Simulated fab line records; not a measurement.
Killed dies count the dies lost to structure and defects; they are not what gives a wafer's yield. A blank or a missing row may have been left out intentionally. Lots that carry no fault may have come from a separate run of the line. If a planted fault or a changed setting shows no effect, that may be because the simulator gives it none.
Which tool is to blame? / flow sky130 / 13 lots with 39 wafers sampled at 4 steps, on a route of 708 steps

WHAT EACH GAUGE READ, for each wafer
SKY_VT_ADJUST_LVTN_OVL_MEAS_18. Usual: VT_ADJUST_LVTN_01_OVL typically reads 0.5 nm, with standard deviation 1.3.
lot=L301; measured=day 8 01:26; on=overlay-01; VT_ADJUST_LVTN_01_OVL (nm)=-1.5 -0.1 -2.6; flag=
lot=L302; measured=day 8 21:34; on=overlay-02; VT_ADJUST_LVTN_01_OVL (nm)=-0.1 2.7 0.5; flag=
lot=L305; measured=day 9 11:20; on=overlay-01; VT_ADJUST_LVTN_01_OVL (nm)=-0.4 0.9 0.4; flag=
lot=L306; measured=day 9 16:14; on=overlay-02; VT_ADJUST_LVTN_01_OVL (nm)=3.4 1.8 1.1; flag=
lot=L307; measured=day 10 03:10; on=overlay-02; VT_ADJUST_LVTN_01_OVL (nm)=0.3 -0.4 1.8; flag=
lot=L308; measured=day 10 09:55; on=overlay-02; VT_ADJUST_LVTN_01_OVL (nm)=0.3 0.5 1.2; flag=
lot=L309; measured=day 10 16:34; on=overlay-01; VT_ADJUST_LVTN_01_OVL (nm)=-1.7 -2.2 -0.2; flag=
lot=L311; measured=day 10 22:01; on=overlay-01; VT_ADJUST_LVTN_01_OVL (nm)=0.7 -0.3 1.0; flag=
lot=L318; measured=day 13 03:11; on=overlay-02; VT_ADJUST_LVTN_01_OVL (nm)=-0.3 0.7 0.6; flag=
lot=L319; measured=day 13 07:34; on=overlay-02; VT_ADJUST_LVTN_01_OVL (nm)=2.3 0.3 -0.1; flag=
lot=L320; measured=day 13 12:29; on=overlay-02; VT_ADJUST_LVTN_01_OVL (nm)=-0.1 -0.5 0.8; flag=
lot=L321; measured=day 13 16:23; on=overlay-02; VT_ADJUST_LVTN_01_OVL (nm)=1.2 -0.8 0.0; flag=
lot=L322; measured=day 14 06:05; on=overlay-02; VT_ADJUST_LVTN_01_OVL (nm)=0.1 0.8 0.2; flag=

SKY_SD_N_OVL_MEAS_08. Usual: SD_N_OVL typically reads 0.3 nm, with standard deviation 1.5.
lot=L301; measured=day 28 10:28; on=overlay-01; SD_N_OVL (nm)=-2.2 -0.5 -1.9; flag=
lot=L302; measured=day 29 06:41; on=overlay-01; SD_N_OVL (nm)=0.5 -0.3 1.1; flag=
lot=L305; measured=day 29 20:01; on=overlay-01; SD_N_OVL (nm)=0.7 1.6 0.1; flag=
lot=L306; measured=day 30 13:09; on=overlay-01; SD_N_OVL (nm)=2.1 -1.0 0.8; flag=
lot=L307; measured=day 30 20:51; on=overlay-02; SD_N_OVL (nm)=3.7 3.4 3.3; flag=
lot=L308; measured=day 31 06:25; on=overlay-01; SD_N_OVL (nm)=0.3 0.0 -1.0; flag=
lot=L309; measured=day 31 07:37; on=overlay-02; SD_N_OVL (nm)=-3.0 -0.7 -4.5; flag=
lot=L311; measured=day 31 16:59; on=overlay-02; SD_N_OVL (nm)=0.0 -1.4 -0.9; flag=
lot=L318; measured=day 34 05:07; on=overlay-02; SD_N_OVL (nm)=-0.5 -0.7 1.0; flag=
lot=L319; measured=day 34 10:43; on=overlay-02; SD_N_OVL (nm)=0.9 1.0 2.8; flag=
lot=L320; measured=day 34 18:09; on=overlay-01; SD_N_OVL (nm)=1.3 0.1 1.3; flag=
lot=L321; measured=day 34 18:37; on=overlay-02; SD_N_OVL (nm)=0.4 1.3 1.9; flag=
lot=L322; measured=day 35 05:57; on=overlay-02; SD_N_OVL (nm)=0.3 1.0 1.0; flag=

TOOL THAT RAN EACH LOT (tool first, then ch and the chambers of the sampled wafers, then the start)
lot=L301; SKY_POLY_GATE_ETCH_16=rie_diel-01 ch 2,3, day 17 00:46; SKY_LDD_N_IMPLANT_14=implanter-02 ch 0, day 18 07:59
lot=L302; SKY_POLY_GATE_ETCH_16=rie_diel-04 ch 1,2,3, day 17 17:01; SKY_LDD_N_IMPLANT_14=implanter-02 ch 0, day 19 05:20
lot=L305; SKY_POLY_GATE_ETCH_16=rie_diel-04 ch 1,2, day 18 10:31; SKY_LDD_N_IMPLANT_14=implanter-02 ch 0, day 19 20:22
lot=L306; SKY_POLY_GATE_ETCH_16=rie_diel-04 ch 0,2, day 18 17:04; SKY_LDD_N_IMPLANT_14=implanter-02 ch 0, day 20 02:35
lot=L307; SKY_POLY_GATE_ETCH_16=rie_diel-02 ch 0,1,2, day 19 10:34; SKY_LDD_N_IMPLANT_14=implanter-02 ch 0, day 20 20:29
lot=L308; SKY_POLY_GATE_ETCH_16=rie_diel-01 ch 0,3, day 20 01:30; SKY_LDD_N_IMPLANT_14=implanter-02 ch 0, day 21 10:40
lot=L309; SKY_POLY_GATE_ETCH_16=rie_diel-02 ch 0,1,2, day 20 03:10; SKY_LDD_N_IMPLANT_14=implanter-02 ch 0, day 21 11:55
lot=L311; SKY_POLY_GATE_ETCH_16=rie_diel-04 ch 0,1,2, day 20 15:01; SKY_LDD_N_IMPLANT_14=implanter-02 ch 0, day 22 00:40
lot=L318; SKY_POLY_GATE_ETCH_16=rie_diel-02 ch 2,3, day 23 08:40; SKY_LDD_N_IMPLANT_14=implanter-01 ch 0, day 24 18:52
lot=L319; SKY_POLY_GATE_ETCH_16=rie_diel-01 ch 0,2, day 23 14:01; SKY_LDD_N_IMPLANT_14=implanter-04 ch 0, day 24 21:59
lot=L320; SKY_POLY_GATE_ETCH_16=rie_diel-01 ch 0,1,2, day 23 18:22; SKY_LDD_N_IMPLANT_14=implanter-01 ch 0, day 25 02:52
lot=L321; SKY_POLY_GATE_ETCH_16=rie_diel-04 ch 0,1,2, day 23 20:25; SKY_LDD_N_IMPLANT_14=implanter-01 ch 0, day 25 05:28
lot=L322; SKY_POLY_GATE_ETCH_16=rie_diel-04 ch 2,3, day 24 14:28; SKY_LDD_N_IMPLANT_14=implanter-01 ch 0, day 25 22:41
- SKY_POLY_GATE_ETCH_16: etches Si3N4 in CH3F/O2, stops on poly-Si, time 147.5 s, target depth 75 nm.
- SKY_LDD_N_IMPLANT_14

AS READ BY THE TOOLS THEMSELVES (means over the sampled wafers that have a number; for cases with no such wafer, the mark the record gives instead)
SKY_POLY_GATE_ETCH_16. Usual: drypump_motor_current_A 5.7 A, standard deviation 0.4; oes_product_au 0.640 a.u., standard deviation 0.0051; throttle_valve_pct 10.535 %, standard deviation 0.0089.
lot=L301; tool=rie_diel-01; drypump_motor_current_A (A)=5.3; oes_product_au (a.u.)=0.641; throttle_valve_pct (%)=10.541; flag=
lot=L302; tool=rie_diel-04; drypump_motor_current_A (A)=5.9; oes_product_au (a.u.)=0.633; throttle_valve_pct (%)=10.523; flag=
lot=L305; tool=rie_diel-04; drypump_motor_current_A (A)=5.7; oes_product_au (a.u.)=0.643; throttle_valve_pct (%)=10.541; flag=
lot=L306; tool=rie_diel-04; drypump_motor_current_A (A)=5.6; oes_product_au (a.u.)=0.639; throttle_valve_pct (%)=10.538; flag=
lot=L307; tool=rie_diel-02; drypump_motor_current_A (A)=6.0; oes_product_au (a.u.)=0.642; throttle_valve_pct (%)=10.529; flag=
lot=L308; tool=rie_diel-01; drypump_motor_current_A (A)=5.6; oes_product_au (a.u.)=0.638; throttle_valve_pct (%)=10.536; flag=
lot=L309; tool=rie_diel-02; drypump_motor_current_A (A)=6.0; oes_product_au (a.u.)=0.633; throttle_valve_pct (%)=10.539; flag=
lot=L311; tool=rie_diel-04; drypump_motor_current_A (A)=5.6; oes_product_au (a.u.)=0.638; throttle_valve_pct (%)=10.530; flag=
lot=L318; tool=rie_diel-02; drypump_motor_current_A (A)=5.4; oes_product_au (a.u.)=0.642; throttle_valve_pct (%)=10.527; flag=
lot=L319; tool=rie_diel-01; drypump_motor_current_A (A)=5.8; oes_product_au (a.u.)=0.641; throttle_valve_pct (%)=10.532; flag=
lot=L320; tool=rie_diel-01; drypump_motor_current_A (A)=5.6; oes_product_au (a.u.)=0.642; throttle_valve_pct (%)=10.528; flag=
lot=L321; tool=rie_diel-04; drypump_motor_current_A (A)=5.6; oes_product_au (a.u.)=0.641; throttle_valve_pct (%)=10.544; flag=
lot=L322; tool=rie_diel-04; drypump_motor_current_A (A)=6.2; oes_product_au (a.u.)=0.635; throttle_valve_pct (%)=10.530; flag=

SKY_LDD_N_IMPLANT_14. Usual: beam_energy_keV 50.000, standard deviation 0.016; dose_ions_cm2 4.999e+12, standard deviation 5.1e+09.
lot=L301 tool=implanter-02 beam_energy_keV=50.011 dose_ions_cm2=5.001e+12 flag=
lot=L302 tool=implanter-02 beam_energy_keV=49.982 dose_ions_cm2=4.996e+12 flag=
lot=L305 tool=implanter-02 beam_energy_keV=50.007 dose_ions_cm2=4.999e+12 flag=
lot=L306 tool=implanter-02 beam_energy_keV=49.979 dose_ions_cm2=5.004e+12 flag=
lot=L307 tool=implanter-02 beam_energy_keV=50.002 dose_ions_cm2=5.004e+12 flag=
lot=L308 tool=implanter-02 beam_energy_keV=49.038 dose_ions_cm2=4.998e+12 flag=OFF
lot=L309 tool=implanter-02 beam_energy_keV=49.016 dose_ions_cm2=5.002e+12 flag=OFF
lot=L311 tool=implanter-02 beam_energy_keV=49.037 dose_ions_cm2=4.999e+12 flag=OFF
lot=L318 tool=implanter-01 beam_energy_keV=49.994 dose_ions_cm2=4.996e+12 flag=
lot=L319 tool=implanter-04 beam_energy_keV=49.997 dose_ions_cm2=5.000e+12 flag=
lot=L320 tool=implanter-01 beam_energy_keV=49.997 dose_ions_cm2=4.994e+12 flag=
lot=L321 tool=implanter-01 beam_energy_keV=50.007 dose_ions_cm2=5.001e+12 flag=
lot=L322 tool=implanter-01 beam_energy_keV=49.986 dose_ions_cm2=4.993e+12 flag=

THE ANSWER, worked out from the rows above alone
Rule: lot off if the mean of its wafers having a number is beyond 3 standard deviations from the usual mean. A lot without any number at a reading at which 4 lots or more have one is off too. The other lots that the step has rows for count as sound. Order of review: gauges by route order, followed by the tools' own readings, for which a lot's mean as printed above is used. At the first step where some lot is off, the reading lying furthest off is the one used; lots without a number count as furthest.
Off, at SKY_LDD_N_IMPLANT_14 on beam_energy_keV: L308, L309, L311.
If a tool, at that step or one of the process steps before it, ran each lot that is off and ran no sound lot following the first of them, it fits. One candidate fits, namely implanter-02 at SKY_LDD_N_IMPLANT_14. Its last sound lot is L307 (day 20 20:29), its first lot that is off L308 (day 21 10:40): a fault that began between those two fits.
On the lots that are off, the tool's own readings at SKY_LDD_N_IMPLANT_14 differ by more than 5 times the standard deviation of the sound lots' means, which bears it out; beam_energy_keV reads 49.030 there versus 49.996 on the sound lots.

WHAT THE SIMULATOR HAD INSERTED
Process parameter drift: implanter-02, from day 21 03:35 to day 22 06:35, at SKY_LDD_N_IMPLANT_14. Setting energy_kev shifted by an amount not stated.
Struck lots among those shown: L308, L309, L311. The same result came from the rule above.
